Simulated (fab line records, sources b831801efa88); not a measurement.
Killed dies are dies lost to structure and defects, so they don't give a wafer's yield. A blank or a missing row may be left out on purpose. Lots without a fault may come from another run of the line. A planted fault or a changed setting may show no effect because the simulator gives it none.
Which tool did it? | flow sky130 | 13 lots, 39 wafers sampled, at 5 steps of a route of 708

WHAT THE GAUGES READ, wafer by wafer
SKY_FIELD_ISO_THK_MEAS_02.
lot  | measured    | on            | FIELD_ISO_OXIDATION_00_THK (nm)
L326 | day 1 12:05 | film_metro-04 | 12.29 11.87 12.04
L327 | day 1 16:39 | film_metro-04 | 12.18 12.22 12.06
L328 | day 1 21:53 | film_metro-04 | 11.75 11.70 11.87
L329 | day 2 04:55 | film_metro-03 | 12.49 12.30 12.49
L332 | day 2 20:44 | film_metro-02 | 11.66 11.62 11.67
L336 | day 3 14:14 | film_metro-02 | 12.06 12.06 11.95
L337 | day 3 18:38 | film_metro-04 | 12.53 12.62 12.65
L340 | day 4 10:42 | film_metro-02 | 12.41 12.13 12.35
L341 | day 4 15:05 | film_metro-04 | 11.95 11.97 11.84
L342 | day 4 20:08 | film_metro-02 | 11.79 11.74 11.61
L347 | day 5 20:38 | film_metro-03 | 11.97 12.05 11.91
L348 | day 6 02:25 | film_metro-03 | 12.31 12.35 12.05
L349 | day 6 06:51 | film_metro-02 | 11.88 12.02 12.08

SKY_FIELD_ISO_THK_MEAS_23.
lot  | measured    | on            | FIELD_ISO_OXIDATION_01_THK (nm)
L326 | day 2 10:26 | film_metro-04 | 9.96 10.02 10.08
L327 | day 2 15:48 | film_metro-04 | 10.26 10.08 10.16
L328 | day 2 18:18 | film_metro-02 | 10.06 10.13 10.19
L329 | day 2 23:48 | film_metro-03 | 9.78 9.72 9.66
L332 | day 3 16:15 | film_metro-02 | 9.97 10.00 9.93
L336 | day 4 12:27 | film_metro-02 | 9.68 9.71 9.69
L337 | day 4 15:19 | film_metro-02 | 9.81 10.07 9.91
L340 | day 5 09:31 | film_metro-03 | 10.56 10.30 10.38
L341 | day 5 13:04 | film_metro-02 | 9.92 9.87 9.92
L342 | day 5 19:29 | film_metro-03 | 9.92 10.01 10.05
L347 | day 6 20:05 | film_metro-02 | 10.12 10.01 10.12
L348 | day 7 00:37 | film_metro-02 | 10.10 10.18 10.14
L349 | day 7 05:22 | film_metro-04 | 9.88 9.85 9.88

SKY_PWDE_TW_MEAS_10.
lot  | measured    | on            | PWDE_TW
L326 | day 4 03:03 | film_metro-02 | 375.0 372.7 374.5
L327 | day 4 08:13 | film_metro-04 | 375.2 374.1 374.5
L328 | day 4 10:19 | film_metro-02 | 371.9 372.1 372.6
L329 | day 4 13:31 | film_metro-01 | 368.4 369.5 369.3
L332 | day 5 06:56 | film_metro-04 | 372.8 370.6 372.7
L336 | day 6 04:57 | film_metro-01 | 370.0 370.3 367.8
L337 | day 6 09:21 | film_metro-04 | 372.4 374.5 373.1
L340 | day 7 03:32 | film_metro-02 | 375.4 374.0 375.6
L341 | day 7 07:10 | film_metro-02 | 374.7 375.6 374.2
L342 | day 7 14:34 | film_metro-02 | 377.0 375.9 376.8
L347 | day 8 18:43 | film_metro-02 | 373.2 373.9 374.3
L348 | day 8 21:27 | film_metro-02 | 374.9 376.4 374.7
L349 | day 9 03:07 | film_metro-02 | 374.7 372.4 372.1

SKY_NWELL_RS_MEAS_29: measures by four-point-probe.
lot  | measured     | on            | NWELL_RS (ohm/sq)
L326 | day 5 13:44  | film_metro-04 | 624.1 625.9 625.7
L327 | day 5 20:03  | film_metro-04 | 627.2 626.5 627.9
L328 | day 5 22:10  | film_metro-04 | 623.6 624.3 624.7
L329 | day 6 02:07  | film_metro-04 | 624.3 624.6 625.5
L332 | day 6 20:44  | film_metro-01 | 625.8 625.8 623.1
L336 | day 7 19:52  | film_metro-01 | 624.0 623.7 623.5
L337 | day 8 02:38  | film_metro-02 | 632.1 632.3 632.6 632.1 633.3 633.5
L340 | day 8 21:50  | film_metro-01 | 635.3 637.3 635.4 635.6 635.0 634.5
L341 | day 9 01:17  | film_metro-01 | 626.7 627.0 627.1
L342 | day 9 09:16  | film_metro-02 | 622.8 622.1 622.0
L347 | day 10 15:23 | film_metro-02 | 623.3 624.5 623.0
L348 | day 10 17:47 | film_metro-01 | 626.6 626.5 623.6
L349 | day 10 23:38 | film_metro-02 | 626.9 624.5 625.0

WHICH TOOL RAN EACH LOT (tool, then ch and the chambers of the sampled wafers, then the start)
lot  | SKY_NWELL_IMPLANT_11
L326 | implanter-04 ch 0, day 4 19:20
L327 | implanter-02 ch 0, day 5 01:13
L328 | implanter-01 ch 0, day 5 03:10
L329 | implanter-02 ch 0, day 5 06:52
L332 | implanter-01 ch 0, day 6 00:47
L336 | implanter-02 ch 0, day 6 23:28
L337 | implanter-02 ch 0, day 7 04:59
L340 | implanter-02 ch 0, day 7 23:23
L341 | implanter-04 ch 0, day 8 03:20
L342 | implanter-01 ch 0, day 8 11:19
L347 | implanter-01 ch 0, day 9 16:44
L348 | implanter-01 ch 0, day 9 18:32
L349 | implanter-01 ch 0, day 10 00:01
- SKY_NWELL_IMPLANT_11

WHAT THE TOOLS THEMSELVES READ (means of the sampled wafers that have a number; where no wafer has one, the mark that the record gives instead)
SKY_NWELL_IMPLANT_11.
lot  | tool         | beam_energy_keV
L326 | implanter-04 | 400.15
L327 | implanter-02 | 400.02
L328 | implanter-01 | 400.01
L329 | implanter-02 | 399.92
L332 | implanter-01 | 399.93
L336 | implanter-02 | 400.11
L337 | implanter-02 | 376.98
L340 | implanter-02 | 377.07
L341 | implanter-04 | 400.06
L342 | implanter-01 | 400.11
L347 | implanter-01 | 400.09
L348 | implanter-01 | 400.06
L349 | implanter-01 | 400.05

THE ANSWER, worked out from the rows above alone
Rule: what is usual is taken from the lots themselves. Put in order of their means at a reading, lots are off if they are a third of the lots or fewer, leave a main group of 4 or more, and stand apart from it by a gap of 3 or more times the standard deviation of the main group's means; of several such gaps the widest counts. A main group whose means are all the same, to the digits that the tables above print for the reading, isn't used. A lot without any number at a reading at which 4 lots or more have one is off too. The other lots that the step has rows for count as sound. The gauges are gone through in route order, then the tools' own readings, and for those a lot's mean is taken as printed above. The first step at which some lot is off is used, and at that step the reading that is off furthest; a lot without a number counts as furthest.
Off: L337, L340, at SKY_NWELL_RS_MEAS_29 (NWELL_RS). The main group: mean 624.9 ohm/sq, standard deviation 1.4.
A tool fits if, at a process step before that reading, it ran every lot that is off, and no sound lot after the first of them. The gauges at SKY_NWELL_RS_MEAS_29 aren't tried: what is off there is off at SKY_NWELL_IMPLANT_11 too, on other tools, and a gauge's error can't cause that. One fits: implanter-02 at SKY_NWELL_IMPLANT_11. Its last sound lot is L336 (day 6 23:28), its first lot that is off L337 (day 7 04:59): a fault that began between those two fits.
The tool's own readings at SKY_NWELL_IMPLANT_11 bear it out: on the lots that are off they differ by more than 5 times the standard deviation of the sound lots' means. beam_energy_keV reads 377.02 there against 400.05 on the sound lots.

WHAT THE SIMULATOR HAD PUT IN
Process parameter drift: implanter-02, from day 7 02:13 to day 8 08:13, at SKY_NWELL_IMPLANT_11. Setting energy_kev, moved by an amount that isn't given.
Lots struck among those shown: L337, L340. The rule above found the same.
